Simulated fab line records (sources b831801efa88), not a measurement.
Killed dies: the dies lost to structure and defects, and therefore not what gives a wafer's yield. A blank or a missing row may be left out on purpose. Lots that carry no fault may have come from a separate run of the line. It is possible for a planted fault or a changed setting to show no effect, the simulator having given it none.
A struck lot beside a sound one	flow sky130	26 steps out of a route of 708
Sound: these wafers, L354.1, L354.2, L354.5. The struck wafers were L355.2, L355.3, L355.4. The cause is named last.
For every step that has rows: the tool of each side, followed by ch and its chambers, followed by its first start. Under that, the readings that differ: sound wafers	struck wafers	difference of the means	sigmas: that difference in standard deviations of wafers without a fault.
alike: a reading whose means differ by less than 2 such deviations, as well as words and numbers matching on both sides. not compared: withheld readings; readings where some wafer has no value; bounds like >300 that might hide an equal value; numbers whose values overlap and for which the record gives no deviation.
The two part at a step that has a row with sigmas, a row that says differs or no value, or rows on one side only. When numbers do not overlap yet have no deviation, they are printed without sigmas and do not part them. A reading that every wafer of one side lacks parts them only if that side has two wafers or more.

first, 1 step without rows for these wafers: SKY_VT_ADJUST_HVTP_IMPLANT_09.
SKY_VT_ADJUST_HVTP_STRIP_10: strips in O2/N2.
  sound on plasma-asher-03 ch 0,1, day 6 22:40; struck on plasma-asher-04 ch 0,1, day 7 09:11
  alike: drypump-motor-current-A, oes-product-au, strip-time-to-endpoint-s
  not compared: rf-hours-counter-h
SKY_VT_ADJUST_HVTP_TW_MEAS_11:
  sound on film-metro-04, day 6 22:46; struck on film-metro-04, day 7 09:17
  alike: VT_ADJUST_HVTP_TW
then, 7 steps without rows for these wafers: SKY_VT_ADJUST_LVTN_DEHYDRATE_00 (time 60 s); SKY_VT_ADJUST_LVTN_HMDS_01 (prime time 60 s); SKY_VT_ADJUST_LVTN_COAT_02 (resist thk 3000 nm); SKY_VT_ADJUST_LVTN_SOFTBAKE_03; SKY_VT_ADJUST_LVTN_EXPOSE_04 (exposes mask NWM COMPLEMENT LESS NATIVE, target cd 840 nm); SKY_VT_ADJUST_LVTN_PEB_05; SKY_VT_ADJUST_LVTN_DEVELOP_06 (develop time 60 s).
SKY_VT_ADJUST_LVTN_OVL_MEAS_07:
  sound on overlay-01, day 7 17:59; struck on overlay-01, day 8 05:51
  alike: VT_ADJUST_LVTN_OVL
after that, 1 step had no rows for these wafers: SKY_VT_ADJUST_LVTN_IMPLANT_08.
SKY_VT_ADJUST_LVTN_STRIP_09: strips in O2/N2.
  sound on plasma-asher-02 ch 0,1, day 7 18:10; struck on plasma-asher-01 ch 0,1, day 8 06:02
reading	sound	struck	difference	sigmas
oes-product-au (a.u.)	0.727 0.720 0.732	0.955 0.961 0.961	+0.233	+47
strip-time-to-endpoint-s (s)	36.82 36.87 36.87	- - -	no value on the struck wafers	
model.coat_of_VT_ADJUST_LVTN_COAT_02.thk-nm (nm)	0 0 0	796 798.2 795.2	+796	
  alike: drypump-motor-current-A
  not compared: rf-hours-counter-h
SKY_VT_ADJUST_LVTN_TW_MEAS_10:
  sound on film-metro-01, day 7 18:16; struck on film-metro-02, day 8 06:08
  alike: VT_ADJUST_LVTN_TW
then, 7 steps without rows for these wafers: SKY_VT_ADJUST_LVTN_DEHYDRATE_11 (time 60 s); SKY_VT_ADJUST_LVTN_HMDS_12 (prime time 60 s); SKY_VT_ADJUST_LVTN_COAT_13 (resist thk 1140 nm); SKY_VT_ADJUST_LVTN_SOFTBAKE_14 (time 60 s); SKY_VT_ADJUST_LVTN_EXPOSE_15 (exposes mask HVN STD DERIVED, target cd 600 nm); SKY_VT_ADJUST_LVTN_PEB_16; SKY_VT_ADJUST_LVTN_DEVELOP_17 (develop time 60 s).
SKY_VT_ADJUST_LVTN_OVL_MEAS_18:
  sound on overlay-02, day 8 15:07; struck on overlay-01, day 9 03:03
  alike: VT_ADJUST_LVTN_01_OVL
after that, 1 step had no rows for these wafers: SKY_VT_ADJUST_LVTN_IMPLANT_19.
SKY_VT_ADJUST_LVTN_STRIP_20: strips in O2/N2.
  sound on plasma-asher-01 ch 0,1, day 8 15:19; struck on plasma-asher-04 ch 0,1, day 9 03:14
reading	sound	struck	difference	sigmas
strip-time-to-endpoint-s (s)	14.26 14.21 14.20	26.16 26.19 26.19	+11.96	+99 or more
  alike: drypump-motor-current-A, oes-product-au
  not compared: rf-hours-counter-h
SKY_VT_ADJUST_LVTN_TW_MEAS_21:
  sound on film-metro-03, day 8 15:25; struck on film-metro-01, day 9 03:20
reading	sound	struck	difference	sigmas
VT_ADJUST_LVTN_2_TW	186.5 186.1 186.5	30.4 30.4 30.3	-156.0	-99 or more
then, 1 step without rows for these wafers: SKY_VT_ADJUST_NCORE_DEHYDRATE_00 (time 60 s).

## WHERE THEY PART
Earliest at SKY_VT_ADJUST_LVTN_STRIP_09; latest, in this record, at SKY_VT_ADJUST_LVTN_TW_MEAS_21.

WHY: the cause the simulator had injected
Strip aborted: plasma-asher-01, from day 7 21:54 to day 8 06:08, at SKY_VT_ADJUST_LVTN_STRIP_09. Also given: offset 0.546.
